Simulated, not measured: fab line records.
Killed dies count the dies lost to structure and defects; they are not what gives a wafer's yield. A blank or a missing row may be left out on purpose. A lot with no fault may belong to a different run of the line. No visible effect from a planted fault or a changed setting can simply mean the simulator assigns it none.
Which tool did it? | flow gf180mcu | 12 lots, 36 wafers sampled, at 3 steps of a route of 602

## WHAT THE GAUGES READ, wafer by wafer
GF_VT_IMPLANT_OVL_MEAS_29.
lot  | measured     | on         | VT_IMPLANT_02_OVL (nm)
L341 | day 7 03:01  | overlay-01 | -0.6 -2.8 -2.0
L342 | day 7 09:34  | overlay-02 | -3.2 -3.0 -3.2
L343 | day 7 17:20  | overlay-01 | -2.4 -1.4 -1.5
L346 | day 8 11:37  | overlay-01 | -1.5 0.1 0.5
L349 | day 9 07:32  | overlay-02 | - - -
L351 | day 9 22:55  | overlay-02 | -3.3 -3.4 -3.2
L354 | day 10 19:40 | overlay-02 | 0.0 -0.2 0.5
L355 | day 11 01:26 | overlay-02 | -2.2 -1.4 0.2
L356 | day 11 05:55 | overlay-02 | 2.9 2.0 1.0
L358 | day 11 18:50 | overlay-01 | -0.9 -1.4 -1.5
L360 | day 12 08:08 | overlay-01 | -3.5 -4.0 -2.5
L361 | day 12 15:26 | overlay-02 | 1.2 0.4 0.0

GF_VT_IMPLANT_TW_MEAS_32.
lot  | measured     | on           | VT_IMPLANT_3_TW
L341 | day 7 03:17  | filmMetro-01 | 271.4 270.1 270.6
L342 | day 7 09:50  | filmMetro-03 | 269.7 270.0 268.8
L343 | day 7 17:38  | filmMetro-03 | 271.2 270.3 270.0
L346 | day 8 11:53  | filmMetro-03 | 271.1 270.3 272.4
L349 | day 9 07:50  | filmMetro-02 | 29.7 29.7 29.6 29.9 29.6 29.6
L351 | day 9 23:11  | filmMetro-02 | 266.6 266.5 267.5
L354 | day 10 19:56 | filmMetro-03 | 271.9 271.6 271.4
L355 | day 11 01:43 | filmMetro-03 | 268.6 269.8 270.2
L356 | day 11 06:13 | filmMetro-01 | 271.4 270.1 270.9
L358 | day 11 19:07 | filmMetro-03 | 270.3 270.9 269.7
L360 | day 12 08:26 | filmMetro-01 | 270.0 270.7 270.3
L361 | day 12 15:43 | filmMetro-03 | 270.4 270.4 273.5

## EACH LOT AND THE TOOL THAT RAN IT (in order: tool; ch and the chambers of the sampled wafers; start)
lot  | GF_VT_IMPLANT_EXPOSE_26
L341 | ilineStepper-02 ch 0, day 6 19:10
L342 | ilineStepper-01 ch 0, day 7 01:44
L343 | ilineStepper-02 ch 0, day 7 09:28
L346 | ilineStepper-01 ch 0, day 8 03:26
L349 | ilineStepper-01 ch 0, day 8 23:12
L351 | ilineStepper-01 ch 0, day 9 14:38
L354 | ilineStepper-02 ch 0, day 10 10:55
L355 | ilineStepper-01 ch 0, day 10 16:30
L356 | ilineStepper-02 ch 0, day 10 20:52
L358 | ilineStepper-01 ch 0, day 11 09:36
L360 | ilineStepper-02 ch 0, day 11 23:16
L361 | ilineStepper-02 ch 0, day 12 06:11
- GF_VT_IMPLANT_EXPOSE_26: exposes mask LVPWELL HV AREA, target cd 860 nm.

## WHAT THE TOOLS THEMSELVES READ (means of the sampled wafers that have a number; where no wafer has one, the mark that the record gives instead)
GF_VT_IMPLANT_EXPOSE_26.
lot  | tool            | reticleTempC (C)
L341 | ilineStepper-02 | 23.00
L342 | ilineStepper-01 | 23.09
L343 | ilineStepper-02 | 23.02
L346 | ilineStepper-01 | 22.87
L349 | ilineStepper-01 | 22.98
L351 | ilineStepper-01 | 22.99
L354 | ilineStepper-02 | 22.91
L355 | ilineStepper-01 | 22.87
L356 | ilineStepper-02 | 23.06
L358 | ilineStepper-01 | 22.82
L360 | ilineStepper-02 | 23.20
L361 | ilineStepper-02 | 22.94

## THE ANSWER, worked out from the rows above alone
Rule: the lots themselves supply what counts as usual. The widest of any qualifying gaps counts: lots, ordered by their means at a reading, are off when they make up no more than a third of the lots, leave a main group of 4 or more, and stand apart from it by 3 or more times the standard deviation of that group's means. Not used: any main group whose means are identical at the precision the tables above print for the reading. A lot without any number at a reading at which 4 lots or more have one is off too. Where the step has rows for the other lots, those lots are counted as sound. The gauges are gone through in route order, then the tools' own readings, and for those a lot's mean is taken as printed above. At the first step where some lot is off, the reading lying furthest off is the one used; lots without a number count as furthest.
Off: at GF_VT_IMPLANT_OVL_MEAS_29 (VT_IMPLANT_02_OVL), L349. Without a number there: L349. The main group: mean -1.2 nm, standard deviation 1.6.
A tool fits if, at a process step before that reading, it ran every lot that is off, and no sound lot after the first of them. The gauges at GF_VT_IMPLANT_OVL_MEAS_29 aren't tried: what is off there is off at GF_VT_IMPLANT_TW_MEAS_32 too, on other tools, and a gauge's error can't cause that. No candidate that was tried fits.

## WHAT THE SIMULATOR HAD PUT IN
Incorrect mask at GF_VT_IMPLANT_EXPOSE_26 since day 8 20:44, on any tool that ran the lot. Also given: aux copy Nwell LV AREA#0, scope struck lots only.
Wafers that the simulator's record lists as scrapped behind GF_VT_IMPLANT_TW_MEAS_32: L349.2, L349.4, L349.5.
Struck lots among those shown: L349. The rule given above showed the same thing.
